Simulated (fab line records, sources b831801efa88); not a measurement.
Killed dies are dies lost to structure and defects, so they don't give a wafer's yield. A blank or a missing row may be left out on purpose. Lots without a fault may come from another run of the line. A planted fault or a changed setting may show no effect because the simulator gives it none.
Chamber matching | flow gf180mcu | GF_CONTACT_CMP_04 on cmp-02: 4 sister chambers
The step polishes SiO2. 16 wafers are shown with their chamber, then 8 later ones without.

WAFERS WITH THEIR CHAMBER
wafer  | chamber | motor_current_A (A) | time_to_endpoint_s (s)
L730.1 | 0       | 9.7                 | 106
L730.2 | 2       | 12.8                | 103
L730.3 | 1       | 12.5                | 107
L733.3 | 2       | 12.4                | 106
L733.4 | 0       | 9.8                 | 112
L733.5 | 0       | 9.3                 | 113
L736.3 | 3       | 12.6                | 108
L736.4 | 1       | 11.9                | 110
L736.5 | 1       | 12.9                | 104
L737.1 | 3       | 12.9                | 112
L737.2 | 0       | 9.3                 | 109
L737.6 | 3       | 12.8                | 117
L741.1 | 1       | 12.2                | 103
L741.3 | 3       | 12.6                | 103
L741.6 | 2       | 12.7                | 119
L747.1 | 2       | 12.3                | 111

SIGNATURES (means of the wafers above)
reading            | chamber 0 | chamber 1 | chamber 2 | chamber 3 | scatter within a chamber
motor_current_A    | 9.525     | 12.375    | 12.550    | 12.725    | 0.288
time_to_endpoint_s | 110.00    | 106.00    | 109.75    | 110.00    | 5.11
Rule: a wafer's distance from a chamber is the root of the sum, over the readings, of the square of ((its reading less the chamber's mean) divided by the reading's scatter). The wafer belongs to the nearest chamber; if the next one is less than 2 further off, it can't be placed. The scatter: the root of (the sum of the squares of (reading less its chamber's mean) over the shown wafers, divided by (wafers less chambers)).

WAFERS WITHOUT THEIR CHAMBER
wafer  | motor_current_A (A) | time_to_endpoint_s (s)
L747.2 | 9.8                 | 110
L747.3 | 13.4                | 110
L748.1 | 9.0                 | 106
L748.4 | 12.0                | 115
L748.5 | 12.4                | 105
L751.1 | 12.2                | 104
L751.5 | 12.8                | 107
L751.6 | 12.0                | 115

WHICH CHAMBER EACH WENT THROUGH
wafer  | from the rows above          | in truth
L747.2 | 0                            | 0
L747.3 | can't be placed: 3 or 2 or 1 | 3
L748.1 | 0                            | 0
L748.4 | can't be placed: 2 or 1 or 3 | 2
L748.5 | can't be placed: 1 or 2 or 3 | 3
L751.1 | can't be placed: 1 or 2 or 3 | 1
L751.5 | can't be placed: 3 or 2 or 1 | 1
L751.6 | can't be placed: 2 or 1 or 3 | 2
Placed correctly: 2 of 8. Can't be placed from these rows: 6 (the true chamber is among the candidates in 6). Placed wrongly: 0.
